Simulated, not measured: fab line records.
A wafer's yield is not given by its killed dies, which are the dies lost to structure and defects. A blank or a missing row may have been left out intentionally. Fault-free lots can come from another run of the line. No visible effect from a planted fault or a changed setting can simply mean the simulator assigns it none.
A lot that was struck, set against a sound lot ; flow sky130 ; 19 steps out of a route of 708
Sound: these wafers, L210.4, L210.5, L210.6. The struck wafers were L214.2, L214.3, L214.6. Last of all comes the cause.
For every step that has rows: the tool of each side, followed by ch and its chambers, followed by its first start. Under that, the readings that differ: sound wafers ; struck wafers ; difference of the means ; sigmas: that difference in standard deviations of wafers without a fault.
alike: readings whose means differ by less than 2 such deviations, and words and numbers that are the same on both sides. not compared: withheld readings, readings that some wafer has no value for, bounds like >300 that may hide the same value, and numbers for which the record gives no deviation and whose values overlap.
Wherever a step has rows on one side only, a row that says differs or no value, or a row with sigmas, the two part there. Numbers that have no deviation but don't overlap get no sigmas and don't part them. Lack of a reading on every wafer of one side parts them only where that side has two or more wafers.

SKY_FIELD_ISO_BOW_MEAS_00:
  struck on film-metro-03, day 3 02:01; sound on film-metro-01, day 2 06:04
  alike: INCOMING_BOW
then, 1 step without rows for these wafers: SKY_FIELD_ISO_OXIDATION_01 (stabilise 600 s, purge 300 s, target thk 12 nm).
SKY_FIELD_ISO_THK_MEAS_02:
  struck on film-metro-03, day 3 05:39; sound on film-metro-03, day 2 07:40
  alike: FIELD_ISO_OXIDATION_00_THK
then, 1 step without rows for these wafers: SKY_FIELD_ISO_CVD_03 (deposits Si3N4 from DCS/NH3, target thk 165 nm, time 2830 s).
SKY_FIELD_ISO_THK_MEAS_04:
  struck on film-metro-03, day 3 08:05; sound on film-metro-03, day 2 11:35
reading;sound;struck;difference;sigmas
FIELD_ISO_CVD_03_THK (nm);161.7 161.7 161.6;166.5 165.6 167.0;+4.7;+3
then, 3 steps without rows for these wafers: SKY_FIELD_ISO_DEHYDRATE_05 (time 60 s); SKY_FIELD_ISO_HMDS_06 (prime time 60 s); SKY_FIELD_ISO_COAT_07 (resist thk 60 nm).
SKY_FIELD_ISO_COAT_08: resist thk 450 nm.
  sound on litho-track-02 ch 0, day 2 19:00; struck on litho-track-04 ch 0, day 3 16:00
reading;sound;struck;difference;sigmas
model.KrF-thick_of_FIELD_ISO_COAT_08.thk-nm (nm);449.4 449.6 448.8;487.8 488.1 488.1;+38.7;
then, 4 steps without rows for these wafers: SKY_FIELD_ISO_SOFTBAKE_09 (time 90 s); SKY_FIELD_ISO_EXPOSE_10 (exposes mask FOM, target cd 150 nm); SKY_FIELD_ISO_PEB_11; SKY_FIELD_ISO_DEVELOP_12 (develop time 60 s).
SKY_FIELD_ISO_CD_MEAS_13: the cd target is 150 nm.
  struck on cd-sem-01, day 4 00:20; sound on cd-sem-01, day 3 04:36
  alike: cd-nm
SKY_FIELD_ISO_ETCH_14: etches BARC in N2/H2, stops on SiO2, time 45.9 s, target depth 60 nm.
  sound on rie-diel-02 ch 2,3, day 3 04:40; struck on rie-diel-01 ch 0,1,2, day 4 00:26
  alike: chamber-pressure-mTorr, drypump-motor-current-A, oes-product-au, throttle-valve-pct
  not compared: rf-hours-counter-h
SKY_FIELD_ISO_ETCH_15: etches the open film in CHF3/O2, stops on Si, target depth 180 nm, time 72 s.
  sound on rie-diel-02 ch 2,3, day 3 04:42; struck on rie-diel-01 ch 0,1,2, day 4 00:29
reading;sound;struck;difference;sigmas
oes-product-au (a.u.);0.931 0.940 0.930;0.954 0.948 0.949;+0.017;+2
model.KrF-thick_of_FIELD_ISO_COAT_08.thk-nm (nm);230.8 231 231.5;280.8 267.7 275.6;+43.6;
  alike: chamber-pressure-mTorr, drypump-motor-current-A, throttle-valve-pct
  not compared: rf-hours-counter-h
SKY_FIELD_ISO_STRIP_16: strips in O2/N2.
  sound on plasma-asher-02 ch 0,1, day 3 04:47; struck on plasma-asher-03 ch 0,1, day 4 00:32
reading;sound;struck;difference;sigmas
oes-product-au (a.u.);0.378 0.373 0.368;0.404 0.390 0.398;+0.024;+4
strip-time-to-endpoint-s (s);3.48 3.49 3.50;4.02 3.88 3.96;+0.46;+10
  alike: chamber-pressure-mTorr, drypump-motor-current-A
  not compared: rf-hours-counter-h
SKY_FIELD_ISO_ETCH_17: etches Si in HBr/Cl2/O2, target depth 342 nm, time 101.3 s.
  sound on rie-si-02 ch 0,2,3, day 3 04:52; struck on rie-si-02 ch 0,1, day 4 00:38
  alike: chamber-pressure-mTorr, drypump-motor-current-A, mfc-cl2-sccm, oes-product-au, throttle-valve-pct
  not compared: rf-hours-counter-h
-- here the record skips 44 days between the struck wafers' starts before and after, leaving off in module FIELD_ISO and picking up in module PAD_OPEN (first step shown: number 708 of the route) --
SKY_PAD_OPEN_PROBE_99:
  only the struck wafers here have rows in the record (prober-02, day 48 04:28); the sound ones have none

WHERE THEY PART
First at SKY_FIELD_ISO_THK_MEAS_04; last, within this record, at SKY_PAD_OPEN_PROBE_99.

WHY: what the simulator had put in
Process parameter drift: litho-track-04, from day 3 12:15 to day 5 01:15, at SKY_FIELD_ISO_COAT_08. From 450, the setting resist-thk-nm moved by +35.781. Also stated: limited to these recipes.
